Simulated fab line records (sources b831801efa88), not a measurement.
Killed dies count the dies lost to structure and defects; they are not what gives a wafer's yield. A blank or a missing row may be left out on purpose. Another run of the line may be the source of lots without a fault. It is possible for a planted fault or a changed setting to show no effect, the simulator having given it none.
Matching of chambers || flow sky130 || cmp-01 running SKY_VIA2_CMP_24: 4 sister chambers
The step polishes, stops on SiO2, t overpolish 20 s, target thk 0 nm. 14 wafers are shown with their chamber, then 7 later ones without.

WAFERS, EACH WITH ITS CHAMBER
{"wafer": "L468.1", "chamber": 2, "motor-current-A (A)": 12.3, "slurry-flow-ml-min": 150.5, "time-to-endpoint-s (s)": 106}
{"wafer": "L468.3", "chamber": 3, "motor-current-A (A)": 10.9, "slurry-flow-ml-min": 150.0, "time-to-endpoint-s (s)": 96}
{"wafer": "L468.4", "chamber": 0, "motor-current-A (A)": 11.6, "slurry-flow-ml-min": 150.5, "time-to-endpoint-s (s)": 98}
{"wafer": "L470.2", "chamber": 2, "motor-current-A (A)": 12.3, "slurry-flow-ml-min": 150.4, "time-to-endpoint-s (s)": 103}
{"wafer": "L470.4", "chamber": 1, "motor-current-A (A)": 12.2, "slurry-flow-ml-min": 150.1, "time-to-endpoint-s (s)": 103}
{"wafer": "L470.5", "chamber": 2, "motor-current-A (A)": 12.1, "slurry-flow-ml-min": 149.7, "time-to-endpoint-s (s)": 101}
{"wafer": "L471.1", "chamber": 2, "motor-current-A (A)": 12.8, "slurry-flow-ml-min": 150.5, "time-to-endpoint-s (s)": 103}
{"wafer": "L471.3", "chamber": 1, "motor-current-A (A)": 11.4, "slurry-flow-ml-min": 149.8, "time-to-endpoint-s (s)": 106}
{"wafer": "L471.6", "chamber": 0, "motor-current-A (A)": 11.1, "slurry-flow-ml-min": 151.2, "time-to-endpoint-s (s)": 105}
{"wafer": "L484.1", "chamber": 1, "motor-current-A (A)": 10.9, "slurry-flow-ml-min": 150.8, "time-to-endpoint-s (s)": 102}
{"wafer": "L484.5", "chamber": 0, "motor-current-A (A)": 11.6, "slurry-flow-ml-min": 150.8, "time-to-endpoint-s (s)": 96}
{"wafer": "L484.6", "chamber": 3, "motor-current-A (A)": 11.5, "slurry-flow-ml-min": 149.8, "time-to-endpoint-s (s)": 99}
{"wafer": "L485.1", "chamber": 2, "motor-current-A (A)": 12.5, "slurry-flow-ml-min": 149.2, "time-to-endpoint-s (s)": 101}
{"wafer": "L485.2", "chamber": 1, "motor-current-A (A)": 11.3, "slurry-flow-ml-min": 150.4, "time-to-endpoint-s (s)": 102}

SIGNATURES, as means of the wafers listed above
{"reading": "motor-current-A", "chamber 0": 11.433, "chamber 1": 11.450, "chamber 2": 12.400, "chamber 3": 11.200, "scatter within a chamber": 0.389}
{"reading": "slurry-flow-ml-min", "chamber 0": 150.833, "chamber 1": 150.275, "chamber 2": 150.060, "chamber 3": 149.900, "scatter within a chamber": 0.468}
{"reading": "time-to-endpoint-s", "chamber 0": 99.67, "chamber 1": 103.25, "chamber 2": 102.80, "chamber 3": 97.50, "scatter within a chamber": 2.77}
Rule: a wafer's distance from a chamber is the root of the sum, over the readings, of the square of ((its reading less the chamber's mean) divided by the reading's scatter). The wafer belongs to the nearest chamber; if the next one is less than 2 further off, it can't be placed. How the scatter is found: for the shown wafers, subtract from each reading the mean of its chamber, square and add these, divide the total by (wafers less chambers), then take the root.

WAFERS WHOSE CHAMBER IS MISSING
{"wafer": "L485.3", "motor-current-A (A)": 11.8, "slurry-flow-ml-min": 149.2, "time-to-endpoint-s (s)": 98}
{"wafer": "L488.1", "motor-current-A (A)": 12.6, "slurry-flow-ml-min": 150.4, "time-to-endpoint-s (s)": 103}
{"wafer": "L488.3", "motor-current-A (A)": 11.2, "slurry-flow-ml-min": 149.5, "time-to-endpoint-s (s)": 102}
{"wafer": "L488.6", "motor-current-A (A)": 12.0, "slurry-flow-ml-min": 149.4, "time-to-endpoint-s (s)": 101}
{"wafer": "L487.3", "motor-current-A (A)": 11.6, "slurry-flow-ml-min": 150.4, "time-to-endpoint-s (s)": 98}
{"wafer": "L487.4", "motor-current-A (A)": 10.9, "slurry-flow-ml-min": 149.7, "time-to-endpoint-s (s)": 97}
{"wafer": "L487.5", "motor-current-A (A)": 11.4, "slurry-flow-ml-min": 150.0, "time-to-endpoint-s (s)": 98}

THE CHAMBER EACH PASSED THROUGH
{"wafer": "L485.3", "from the rows above": "can't be placed: 3 or 2 or 1 or 0", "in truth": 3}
{"wafer": "L488.1", "from the rows above": 2, "in truth": 2}
{"wafer": "L488.3", "from the rows above": "can't be placed: 1 or 3 or 0 or 2", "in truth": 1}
{"wafer": "L488.6", "from the rows above": "can't be placed: 2 or 1 or 3 or 0", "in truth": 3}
{"wafer": "L487.3", "from the rows above": "can't be placed: 0 or 3 or 1 or 2", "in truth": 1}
{"wafer": "L487.4", "from the rows above": 3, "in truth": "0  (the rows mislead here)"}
{"wafer": "L487.5", "from the rows above": "can't be placed: 3 or 0 or 1", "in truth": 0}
1 of 7 placed correctly. From these rows, 5 cannot be placed; in 5 the true chamber is one of the candidates. Wrongly placed: 1.
